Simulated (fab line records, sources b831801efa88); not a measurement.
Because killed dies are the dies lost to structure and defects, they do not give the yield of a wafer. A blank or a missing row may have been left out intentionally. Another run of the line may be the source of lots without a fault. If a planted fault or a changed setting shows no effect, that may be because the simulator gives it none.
8D (eight disciplines) problem report, filled in by code || flow sky130 || the parts of the form that need people (team, actions taken, sign-off) are left out

1. WHAT WENT WRONG
sort_bin_3_pad_short at SKY_PAD_OPEN_PROBE_99 reads a mean of 3.1 % on 2 wafers of 2 lots; wafers without a fault read 0.8 % with a standard deviation of 0.38. That is +6.2 standard deviations from the usual mean.
The first sign was on wafer L945.3 at day 50 13:50, on prober-01. The record has a number at this step for 6 wafers belonging to 2 lots. By rule, "out" or "out of limits" means more than 4 standard deviations away from the usual mean. The other wafers with a number count as sound.

2. WHAT THIS IS AND IS NOT
{"question": "which readings at this step", "is": "sort_bin_3_pad_short, killed_at_M0_to_M3", "is not": "killed-at-front-end, killed-at-other, killed-open, killed-short, sort_bin_6_memory"}
{"question": "which lots", "is": "L945, L947", "is not": "-"}
{"question": "which wafers of those lots", "is": "L945.3, L947.6", "is not": "L945.2, L945.4, L947.2, L947.5"}
{"question": "read on which tools", "is": "prober-01", "is not": "-"}
{"question": "when", "is": "from day 50 13:50", "is not": "up to then (1 sound wafer); but 3 sound wafers of L945, L947 came after"}

3. THE SUSPECTS, EACH WITH WHAT RULES IT OUT
Counting: if a tool at a process step up to the reading ran every lot that is out, it stays a suspect. Sound lots after the first of them don't rule it out here, since some wafers of a struck lot are sound.
- plasma-asher-01 at SKY_METAL1_STRIP_20 (strips in O2/N2): kept. It ran every lot that is out, first L945 (day 39 06:21).
- prober-01 at SKY_PAD_OPEN_PROBE_99: kept. It ran every lot that is out, first L945 (day 50 13:47). Its own killed_at_M0_to_M3, sort_bin_3_pad_short readings are out on those wafers.
- The sound lot-mates ran in chamber 0 of plasma-asher-01 at SKY_METAL1_STRIP_20, but the wafers that are out ran in chamber 1.
The count leaves prober-01 at SKY_PAD_OPEN_PROBE_99 and plasma-asher-01 at SKY_METAL1_STRIP_20.

4. THE CAUSE (what the simulator had put in)
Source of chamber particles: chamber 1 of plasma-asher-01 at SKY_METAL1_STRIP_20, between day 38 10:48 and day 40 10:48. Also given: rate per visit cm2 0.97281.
Counting left 2 suspects, and this tool is among them.

5. THE CHAIN OF EFFECTS, in route order
Each row: a reading whose mean over the struck wafers that have a number lies more than 3 standard deviations from the usual. Only readings whose record carries a usual standard deviation are examined. hours: median over the lots of the time between each lot's start at the first step of this table that gives one and its start at this step. sigmas: the change, counted in usual standard deviations.
{"hours": 0, "step": "SKY_PAD_OPEN_PROBE_99", "reading": "defect-limited-yield", "usual": "82.7 %", "on struck wafers": 75.0, "change": -7.7, "sigmas": -4.1}
{"hours": 0, "step": "SKY_PAD_OPEN_PROBE_99", "reading": "killed_at_M0_to_M3", "usual": 43, "on struck wafers": 85, "change": "+42", "sigmas": "+5.9"}
{"hours": 0, "step": "SKY_PAD_OPEN_PROBE_99", "reading": "killed-dies", "usual": 85, "on struck wafers": 123, "change": "+38", "sigmas": "+4.0"}
{"hours": 0, "step": "SKY_PAD_OPEN_PROBE_99", "reading": "sort_bin_3_pad_short", "usual": "0.8 %", "on struck wafers": 3.1, "change": "+2.3", "sigmas": "+6.2"}
{"hours": 0, "step": "SKY_PAD_OPEN_PROBE_99", "reading": "sort_bin_5_function", "usual": "10.3 %", "on struck wafers": 15.1, "change": "+4.8", "sigmas": "+3.2"}
{"hours": 0, "step": "SKY_PAD_OPEN_PROBE_99", "reading": "sort-n-pass", "usual": 407, "on struck wafers": 369, "change": -38, "sigmas": -4.0}
{"hours": 0, "step": "SKY_PAD_OPEN_PROBE_99", "reading": "sort-yield-pct", "usual": "82.7 %", "on struck wafers": 75.0, "change": -7.7, "sigmas": -4.1}
The process steps in it:
- SKY_PAD_OPEN_PROBE_99

6. WHAT WOULD HAVE CAUGHT IT SOONER
In this record the first reading out of limits was taken at day 50 13:50, 291 hours after the fault began at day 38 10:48.
An alarm limit of 4 standard deviations would not have fired on the tool readings at SKY_METAL1_STRIP_20 for which the record gives a usual standard deviation, since none of them was out on any struck wafer.
Each of the lots that are out, 2 in all, had begun SKY_METAL1_STRIP_20 on plasma-asher-01 no later than day 50 13:50. Holding the tool at that point would not have protected any of them.
